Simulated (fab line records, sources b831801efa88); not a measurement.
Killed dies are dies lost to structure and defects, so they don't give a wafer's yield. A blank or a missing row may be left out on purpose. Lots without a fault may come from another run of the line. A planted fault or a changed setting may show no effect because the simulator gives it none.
A struck lot beside a sound one | flow gf180mcu | 14 steps out of a route of 602
Sound: wafers L654.1, L654.3, L654.6. Struck: wafers L667.1, L667.3, L667.5. The cause comes at the end.
At each step with rows: each side's tool, then ch and its chambers, then its first start. Under that, the readings that differ: sound wafers | struck wafers | difference of the means | sigmas: that difference in standard deviations of wafers without a fault.
alike: readings whose means differ by less than 2 such deviations, and words and numbers that are the same on both sides. not compared: withheld readings, readings that some wafer has no value for, bounds like >300 that may hide the same value, and numbers for which the record gives no deviation and whose values overlap.
The two part at a step that has a row with sigmas, a row that says differs or no value, or rows on one side only. Numbers that don't overlap but have no deviation are shown without sigmas and don't part them. A reading that every wafer of one side lacks parts them only if that side has two wafers or more.

first, 2 steps without rows for these wafers: GF_M5_CLEAN_13 (cleans in DIW); GF_V5_CVD_00 (deposits SiO2, target thk 300 nm, time 50 s).
GF_V5_THK_MEAS_01:
  sound on film_metro-04, day 26 15:26; struck on film_metro-04, day 30 12:40
  alike: V5_CVD_00_THK
GF_V5_CVD_02: deposits SiO2 from TEOS, target thk 1450 nm, time 163.28 s.
  sound on pecvd-02 ch 0,1,2, day 26 15:30; struck on pecvd-02 ch 1,2, day 30 12:43
  alike: heater_power_w
GF_V5_THK_MEAS_03:
  sound on film_metro-03, day 26 15:36; struck on film_metro-04, day 30 12:50
  alike: V5_CVD_02_THK
GF_V5_CMP_04: polishes SiO2.
  sound on cmp-01 ch 1,2,3, day 26 15:40; struck on cmp-02 ch 0,2,3, day 30 12:59
  alike: motor_current_A
GF_V5_BOW_MEAS_05:
  sound on film_metro-04, day 26 15:58; struck on film_metro-01, day 30 13:11
  alike: V5_BOW
then, 5 steps without rows for these wafers: GF_V5_DEHYDRATE_06 (time 60 s); GF_V5_HMDS_07 (prime time 60 s); GF_V5_COAT_08; GF_V5_COAT_09 (resist thk 1000 nm); GF_V5_SOFTBAKE_10 (time 60 s).
GF_V5_EXPOSE_11: exposes mask Via5, target cd 260 nm.
  sound on krf_scanner-02 ch 0, day 27 02:14; struck on krf_scanner-02, day 30 22:13
  no value came back on the struck wafers for exposure_dose_mJ_cm2, focus_offset_nm (nm), sigma_outer, stage_vel_mm_s (mm/s); on the sound wafers exposure_dose_mJ_cm2 reads 37.99 38.05 38.01
  alike: mask
then, 1 step without rows for these wafers: GF_V5_PEB_12 (peb time 90 s).

WHERE THEY PART
Only at GF_V5_EXPOSE_11, within this record.

WHY: what the simulator had put in
Skipped step whole: krf_scanner-02, from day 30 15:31 on, at GF_V5_EXPOSE_11. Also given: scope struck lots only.
